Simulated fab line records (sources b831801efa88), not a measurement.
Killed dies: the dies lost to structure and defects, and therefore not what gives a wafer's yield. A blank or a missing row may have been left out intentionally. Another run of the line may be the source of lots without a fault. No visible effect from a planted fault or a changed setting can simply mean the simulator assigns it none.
One fault seen from 2 desks || flow gf180mcu || each desk holds nothing but its own numbers, with what lay behind them at the end

THE TOOL OWNER'S DESK: pvd sputter-04
The tool's own readings at GF_V2_SPUTTER_22 (material TiN, target thk 10 nm, time 40 s): means of the sampled wafers that have a number, for each lot that ran on this tool. A lot is out of limits, marked OUT, if its mean lies more than 4 standard deviations from the usual mean; the brackets give that distance.
Columns: A = cathode dc power W at GF_V2_SPUTTER_22, usual 4000.1 W; B = throttle valve pct at GF_V2_SPUTTER_22, usual 30.0 %
{"lot": "L414", "first seen here": "day 21 04:35", "A": 3999.9, "B": 29.0}
{"lot": "L420", "first seen here": "day 22 22:47", "A": 4000.3, "B": 29.1}
{"lot": "L427", "first seen here": "day 25 13:49", "A": 4001.4, "B": 28.8}
{"lot": "L428", "first seen here": "day 26 02:26", "A": 4000.5, "B": 29.1}
This desk's verdict: no lot among the 4 shows anything out of limits.

FROM THE METROLOGY DESK
Means of the sampled wafers that have a number, per lot and without regard to the tool the lot ran on: this is what the gauges read. A lot is out of limits, marked OUT, if its mean lies more than 4 standard deviations from the usual mean; the brackets give that distance.
Columns: A = M4_OVL at GF_M4_OVL_MEAS_15, usual -1 nm
{"lot": "L414", "first seen here": "day 24 05:14", "A": -8}
{"lot": "L415", "first seen here": "day 24 08:02", "A": -7}
{"lot": "L413", "first seen here": "day 24 10:29", "A": 7}
{"lot": "L416", "first seen here": "day 25 01:18", "A": -6}
{"lot": "L420", "first seen here": "day 25 20:17", "A": -11}
{"lot": "L419", "first seen here": "day 25 21:05", "A": -1}
{"lot": "L423", "first seen here": "day 27 00:48", "A": -1}
{"lot": "L427", "first seen here": "day 28 06:59", "A": 5}
{"lot": "L428", "first seen here": "day 28 19:19", "A": -3}
{"lot": "L430", "first seen here": "day 29 04:30", "A": -1}
{"lot": "L432", "first seen here": "day 29 19:48", "A": 4}
{"lot": "L433", "first seen here": "day 29 21:32", "A": 7}
{"lot": "L435", "first seen here": "day 30 09:59", "A": -2}
This desk's verdict: no lot among the 13 shows anything out of limits.

PUT TOGETHER
The tool owner's desk saw nothing out of limits.
Nothing out of limits was seen by the metrology desk.

WHAT WAS PUT IN BY THE SIMULATOR
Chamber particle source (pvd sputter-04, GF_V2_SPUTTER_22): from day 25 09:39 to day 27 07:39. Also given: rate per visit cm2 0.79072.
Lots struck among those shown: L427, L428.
